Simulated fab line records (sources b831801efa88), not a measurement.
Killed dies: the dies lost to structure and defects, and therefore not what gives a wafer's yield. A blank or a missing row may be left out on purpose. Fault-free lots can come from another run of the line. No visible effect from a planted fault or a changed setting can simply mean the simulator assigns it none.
Which tool was responsible? :: flow sfqLine :: 14 lots, 42 wafers sampled, at 4 steps of a route of 325

WHAT THE GAUGES SHOWED, per wafer
SFQ_M2_OVL_MEAS_916. Usual: M2_OVL typically reads -3 nm, with standard deviation 4.8.
lot: L555
measured: day 24 06:48
on: overlay-01
M2_OVL (nm): -4 -5 -1
flag: 

lot: L556
measured: day 24 13:04
on: overlay-01
M2_OVL (nm): -2 -3 -4
flag: 

lot: L557
measured: day 24 18:52
on: overlay-02
M2_OVL (nm): -5 -5 -2
flag: 

lot: L558
measured: day 24 21:34
on: overlay-02
M2_OVL (nm): -5 -13 1
flag: 

lot: L559
measured: day 25 00:33
on: overlay-01
M2_OVL (nm): -3 -3 0
flag: 

lot: L560
measured: day 25 02:57
on: overlay-01
M2_OVL (nm): -7 -3 -10
flag: 

lot: L561
measured: day 25 05:16
on: overlay-01
M2_OVL (nm): -5 -11 -7
flag: 

lot: L563
measured: day 27 09:13
on: overlay-01
M2_OVL (nm): -4 0 1
flag: 

lot: L570
measured: day 39 01:20
on: overlay-01
M2_OVL (nm): 7 -3 -1
flag: 

lot: L573
measured: day 39 19:06
on: overlay-01
M2_OVL (nm): -3 1 1
flag: 

lot: L574
measured: day 39 21:33
on: overlay-01
M2_OVL (nm): -3 -1 0
flag: 

lot: L575
measured: day 40 04:44
on: overlay-01
M2_OVL (nm): -12 -15 -12
flag: 

lot: L576
measured: day 40 08:21
on: overlay-01
M2_OVL (nm): 3 -6 -3
flag: 

lot: L577
measured: day 40 16:58
on: overlay-01
M2_OVL (nm): -17 -12 -6
flag: 

TOOL THAT RAN EACH LOT (tool first, then ch and the chambers of the sampled wafers, then the start)
lot: L555
SFQ_TRILAYER_M1_BARC_OPEN_METAL_ETCH_054: rieMetal-03 ch 0,1, day 23 17:34
SFQ_TRILAYER_M1_STRIP_STRIP_043: rieMetal-03 ch 0,1, day 23 18:21
SFQ_TRILAYER_I1_VIA_ETCH_VIA_ETCH_052: rieDiel-02 ch 0,2,3, day 24 03:21

lot: L556
SFQ_TRILAYER_M1_BARC_OPEN_METAL_ETCH_054: rieMetal-04 ch 0,1, day 24 01:57
SFQ_TRILAYER_M1_STRIP_STRIP_043: rieMetal-04 ch 0,1, day 24 02:08
SFQ_TRILAYER_I1_VIA_ETCH_VIA_ETCH_052: rieDiel-04 ch 1,2,3, day 24 09:38

lot: L557
SFQ_TRILAYER_M1_BARC_OPEN_METAL_ETCH_054: rieMetal-02 ch 0,1, day 24 06:45
SFQ_TRILAYER_M1_STRIP_STRIP_043: rieMetal-02 ch 0,1, day 24 06:56
SFQ_TRILAYER_I1_VIA_ETCH_VIA_ETCH_052: rieDiel-03 ch 0,1,3, day 24 14:26

lot: L558
SFQ_TRILAYER_M1_BARC_OPEN_METAL_ETCH_054: rieMetal-02 ch 0,1, day 24 09:09
SFQ_TRILAYER_M1_STRIP_STRIP_043: rieMetal-02 ch 0,1, day 24 09:20
SFQ_TRILAYER_I1_VIA_ETCH_VIA_ETCH_052: rieDiel-04 ch 0,1, day 24 17:44

lot: L559
SFQ_TRILAYER_M1_BARC_OPEN_METAL_ETCH_054: rieMetal-04 ch 0,1, day 24 11:33
SFQ_TRILAYER_M1_STRIP_STRIP_043: rieMetal-04 ch 0,1, day 24 11:44
SFQ_TRILAYER_I1_VIA_ETCH_VIA_ETCH_052: rieDiel-03 ch 0,2,3, day 24 20:26

lot: L560
SFQ_TRILAYER_M1_BARC_OPEN_METAL_ETCH_054: rieMetal-03 ch 0,1, day 24 13:57
SFQ_TRILAYER_M1_STRIP_STRIP_043: rieMetal-03 ch 0,1, day 24 14:08
SFQ_TRILAYER_I1_VIA_ETCH_VIA_ETCH_052: rieDiel-02 ch 0,1,3, day 24 23:26

lot: L561
SFQ_TRILAYER_M1_BARC_OPEN_METAL_ETCH_054: rieMetal-04 ch 0,1, day 24 16:21
SFQ_TRILAYER_M1_STRIP_STRIP_043: rieMetal-04 ch 0,1, day 24 16:32
SFQ_TRILAYER_I1_VIA_ETCH_VIA_ETCH_052: rieDiel-04 ch 2,3, day 25 01:50

lot: L563
SFQ_TRILAYER_M1_BARC_OPEN_METAL_ETCH_054: rieMetal-02 ch 0,1, day 26 18:16
SFQ_TRILAYER_M1_STRIP_STRIP_043: rieMetal-02 ch 0,1, day 26 18:37
SFQ_TRILAYER_I1_VIA_ETCH_VIA_ETCH_052: rieDiel-02 ch 2,3, day 27 04:11

lot: L570
SFQ_TRILAYER_M1_BARC_OPEN_METAL_ETCH_054: rieMetal-03 ch 0,1, day 31 19:44
SFQ_TRILAYER_M1_STRIP_STRIP_043: rieMetal-03 ch 0,1, day 31 20:06
SFQ_TRILAYER_I1_VIA_ETCH_VIA_ETCH_052: rieDiel-04 ch 0,1,3, day 38 13:14

lot: L573
SFQ_TRILAYER_M1_BARC_OPEN_METAL_ETCH_054: rieMetal-02 ch 0,1, day 33 00:11
SFQ_TRILAYER_M1_STRIP_STRIP_043: rieMetal-02 ch 0,1, day 33 00:22
SFQ_TRILAYER_I1_VIA_ETCH_VIA_ETCH_052: rieDiel-04 ch 0,1,3, day 39 15:38

lot: L574
SFQ_TRILAYER_M1_BARC_OPEN_METAL_ETCH_054: rieMetal-03 ch 1, day 33 03:47
SFQ_TRILAYER_M1_STRIP_STRIP_043: rieMetal-03 ch 1, day 33 03:58
SFQ_TRILAYER_I1_VIA_ETCH_VIA_ETCH_052: rieDiel-03 ch 1,2, day 39 18:04

lot: L575
SFQ_TRILAYER_M1_BARC_OPEN_METAL_ETCH_054: rieMetal-04 ch 0,1, day 33 07:23
SFQ_TRILAYER_M1_STRIP_STRIP_043: rieMetal-04 ch 0,1, day 33 07:34
SFQ_TRILAYER_I1_VIA_ETCH_VIA_ETCH_052: rieDiel-04 ch 0,1,3, day 40 01:17

lot: L576
SFQ_TRILAYER_M1_BARC_OPEN_METAL_ETCH_054: rieMetal-04 ch 0,1, day 33 10:59
SFQ_TRILAYER_M1_STRIP_STRIP_043: rieMetal-04 ch 0,1, day 33 11:10
SFQ_TRILAYER_I1_VIA_ETCH_VIA_ETCH_052: rieDiel-02 ch 1,2,3, day 40 04:53

lot: L577
SFQ_TRILAYER_M1_BARC_OPEN_METAL_ETCH_054: rieMetal-03 ch 0,1, day 33 18:11
SFQ_TRILAYER_M1_STRIP_STRIP_043: rieMetal-03 ch 0,1, day 33 18:22
SFQ_TRILAYER_I1_VIA_ETCH_VIA_ETCH_052: rieDiel-03 ch 0,1,2, day 40 13:13
- SFQ_TRILAYER_M1_BARC_OPEN_METAL_ETCH_054: etches BARC in O2, target depth 125 nm, time 41.7 s.
- SFQ_TRILAYER_M1_STRIP_STRIP_043: strips in O2.
- SFQ_TRILAYER_I1_VIA_ETCH_VIA_ETCH_052: etches SiO2 in CHF3, stops on Nb, target depth 260 nm.

AS READ BY THE TOOLS THEMSELVES (means over the sampled wafers that have a number; for cases with no such wafer, the mark the record gives instead)
SFQ_TRILAYER_M1_BARC_OPEN_METAL_ETCH_054. Usual: biasW 83.09 W, standard deviation 0.25; drypumpMotorCurrentA 5.8 A, standard deviation 0.4; oesProductAu 0.685 a.u., standard deviation 0.0051.
lot: L555
tool: rieMetal-03
biasW (W): 82.96
drypumpMotorCurrentA (A): 6.1
oesProductAu (a.u.): 0.691
flag: 

lot: L556
tool: rieMetal-04
biasW (W): 83.09
drypumpMotorCurrentA (A): 5.3
oesProductAu (a.u.): 0.681
flag: 

lot: L557
tool: rieMetal-02
biasW (W): 83.19
drypumpMotorCurrentA (A): 5.8
oesProductAu (a.u.): 0.687
flag: 

lot: L558
tool: rieMetal-02
biasW (W): 82.99
drypumpMotorCurrentA (A): 5.8
oesProductAu (a.u.): 0.689
flag: 

lot: L559
tool: rieMetal-04
biasW (W): 82.92
drypumpMotorCurrentA (A): 5.6
oesProductAu (a.u.): 0.686
flag: 

lot: L560
tool: rieMetal-03
biasW (W): 83.24
drypumpMotorCurrentA (A): 6.1
oesProductAu (a.u.): 0.684
flag: 

lot: L561
tool: rieMetal-04
biasW (W): 83.00
drypumpMotorCurrentA (A): 5.3
oesProductAu (a.u.): 0.687
flag: 

lot: L563
tool: rieMetal-02
biasW (W): 82.88
drypumpMotorCurrentA (A): 5.7
oesProductAu (a.u.): 0.684
flag: 

lot: L570
tool: rieMetal-03
biasW (W): 82.98
drypumpMotorCurrentA (A): 6.0
oesProductAu (a.u.): 0.686
flag: 

lot: L573
tool: rieMetal-02
biasW (W): 83.19
drypumpMotorCurrentA (A): 5.7
oesProductAu (a.u.): 0.681
flag: 

lot: L574
tool: rieMetal-03
biasW (W): 82.66
drypumpMotorCurrentA (A): 6.0
oesProductAu (a.u.): 0.685
flag: 

lot: L575
tool: rieMetal-04
biasW (W): 83.22
drypumpMotorCurrentA (A): 5.6
oesProductAu (a.u.): 0.683
flag: 

lot: L576
tool: rieMetal-04
biasW (W): 82.89
drypumpMotorCurrentA (A): 5.6
oesProductAu (a.u.): 0.683
flag: 

lot: L577
tool: rieMetal-03
biasW (W): 83.09
drypumpMotorCurrentA (A): 6.1
oesProductAu (a.u.): 0.688
flag: 

SFQ_TRILAYER_M1_STRIP_STRIP_043. Usual: drypumpMotorCurrentA 5.8 A, standard deviation 0.4; oesProductAu 1.000 a.u., standard deviation 0.0071.
lot: L555
tool: rieMetal-03
drypumpMotorCurrentA (A): 6.1
oesProductAu (a.u.): 0.993
flag: 

lot: L556
tool: rieMetal-04
drypumpMotorCurrentA (A): 5.4
oesProductAu (a.u.): 1.004
flag: 

lot: L557
tool: rieMetal-02
drypumpMotorCurrentA (A): 5.7
oesProductAu (a.u.): 1.002
flag: 

lot: L558
tool: rieMetal-02
drypumpMotorCurrentA (A): 5.7
oesProductAu (a.u.): 0.996
flag: 

lot: L559
tool: rieMetal-04
drypumpMotorCurrentA (A): 5.6
oesProductAu (a.u.): 1.005
flag: 

lot: L560
tool: rieMetal-03
drypumpMotorCurrentA (A): 6.1
oesProductAu (a.u.): 1.006
flag: 

lot: L561
tool: rieMetal-04
drypumpMotorCurrentA (A): 5.3
oesProductAu (a.u.): 0.999
flag: 

lot: L563
tool: rieMetal-02
drypumpMotorCurrentA (A): 5.8
oesProductAu (a.u.): 0.998
flag: 

lot: L570
tool: rieMetal-03
drypumpMotorCurrentA (A): 6.0
oesProductAu (a.u.): 1.000
flag: 

lot: L573
tool: rieMetal-02
drypumpMotorCurrentA (A): 5.7
oesProductAu (a.u.): 0.994
flag: 

lot: L574
tool: rieMetal-03
drypumpMotorCurrentA (A): 6.0
oesProductAu (a.u.): 0.998
flag: 

lot: L575
tool: rieMetal-04
drypumpMotorCurrentA (A): 5.6
oesProductAu (a.u.): 0.999
flag: 

lot: L576
tool: rieMetal-04
drypumpMotorCurrentA (A): 5.6
oesProductAu (a.u.): 0.998
flag: 

lot: L577
tool: rieMetal-03
drypumpMotorCurrentA (A): 6.1
oesProductAu (a.u.): 0.998
flag: 

SFQ_TRILAYER_I1_VIA_ETCH_VIA_ETCH_052. Usual: biasW 79.97 W, standard deviation 0.24; drypumpMotorCurrentA 5.6 A, standard deviation 0.43; oesProductAu 0.855 a.u., standard deviation 0.0045.
lot: L555
tool: rieDiel-02
biasW (W): 80.05
drypumpMotorCurrentA (A): 5.6
oesProductAu (a.u.): 0.860
flag: 

lot: L556
tool: rieDiel-04
biasW (W): 80.02
drypumpMotorCurrentA (A): 5.6
oesProductAu (a.u.): 0.856
flag: 

lot: L557
tool: rieDiel-03
biasW (W): 79.93
drypumpMotorCurrentA (A): 5.7
oesProductAu (a.u.): 0.853
flag: 

lot: L558
tool: rieDiel-04
biasW (W): 79.95
drypumpMotorCurrentA (A): 5.3
oesProductAu (a.u.): 0.855
flag: 

lot: L559
tool: rieDiel-03
biasW (W): 80.06
drypumpMotorCurrentA (A): 5.6
oesProductAu (a.u.): 0.855
flag: 

lot: L560
tool: rieDiel-02
biasW (W): 79.95
drypumpMotorCurrentA (A): 5.5
oesProductAu (a.u.): 0.855
flag: 

lot: L561
tool: rieDiel-04
biasW (W): 79.70
drypumpMotorCurrentA (A): 5.2
oesProductAu (a.u.): 0.853
flag: 

lot: L563
tool: rieDiel-02
biasW (W): 79.99
drypumpMotorCurrentA (A): 5.9
oesProductAu (a.u.): 0.856
flag: 

lot: L570
tool: rieDiel-04
biasW (W): 80.02
drypumpMotorCurrentA (A): 5.6
oesProductAu (a.u.): 0.852
flag: 

lot: L573
tool: rieDiel-04
biasW (W): 85.06
drypumpMotorCurrentA (A): 5.6
oesProductAu (a.u.): 0.855
flag: OFF

lot: L574
tool: rieDiel-03
biasW (W): 80.02
drypumpMotorCurrentA (A): 5.9
oesProductAu (a.u.): 0.853
flag: 

lot: L575
tool: rieDiel-04
biasW (W): 84.78
drypumpMotorCurrentA (A): 5.5
oesProductAu (a.u.): 0.857
flag: OFF

lot: L576
tool: rieDiel-02
biasW (W): 80.05
drypumpMotorCurrentA (A): 5.8
oesProductAu (a.u.): 0.852
flag: 

lot: L577
tool: rieDiel-03
biasW (W): 79.79
drypumpMotorCurrentA (A): 5.6
oesProductAu (a.u.): 0.853
flag: 

THE ANSWER, worked out from the rows above alone
Rule: a lot counts as off when the mean over its wafers that have a number is more than 3 standard deviations away from the usual mean. A lot without any number at a reading at which 4 lots or more have one is off too. The other lots that the step has rows for count as sound. The gauges are gone through in route order, then the tools' own readings, and for those a lot's mean is taken as printed above. At the first step where some lot is off, the reading lying furthest off is the one used; lots without a number count as furthest.
Off at SFQ_TRILAYER_I1_VIA_ETCH_VIA_ETCH_052 (biasW): L573, L575.
If a tool, at that step or one of the process steps before it, ran each lot that is off and ran no sound lot following the first of them, it fits. One candidate fits, namely rieDiel-04 at SFQ_TRILAYER_I1_VIA_ETCH_VIA_ETCH_052. A fault onset in the window from L570 (day 38 13:14, its last sound lot) to L573 (day 39 15:38, its first lot off) fits.
On the lots that are off, the tool's own readings at SFQ_TRILAYER_I1_VIA_ETCH_VIA_ETCH_052 differ by more than 5 times the standard deviation of the sound lots' means, which bears it out; biasW reads 84.92 W there versus 79.96 W on the sound lots.

WHAT THE SIMULATOR HAD PUT IN
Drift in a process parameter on rieDiel-04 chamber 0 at SFQ_TRILAYER_I1_VIA_ETCH_VIA_ETCH_052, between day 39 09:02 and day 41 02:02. The setting biasW was moved by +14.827, starting from 80. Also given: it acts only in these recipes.
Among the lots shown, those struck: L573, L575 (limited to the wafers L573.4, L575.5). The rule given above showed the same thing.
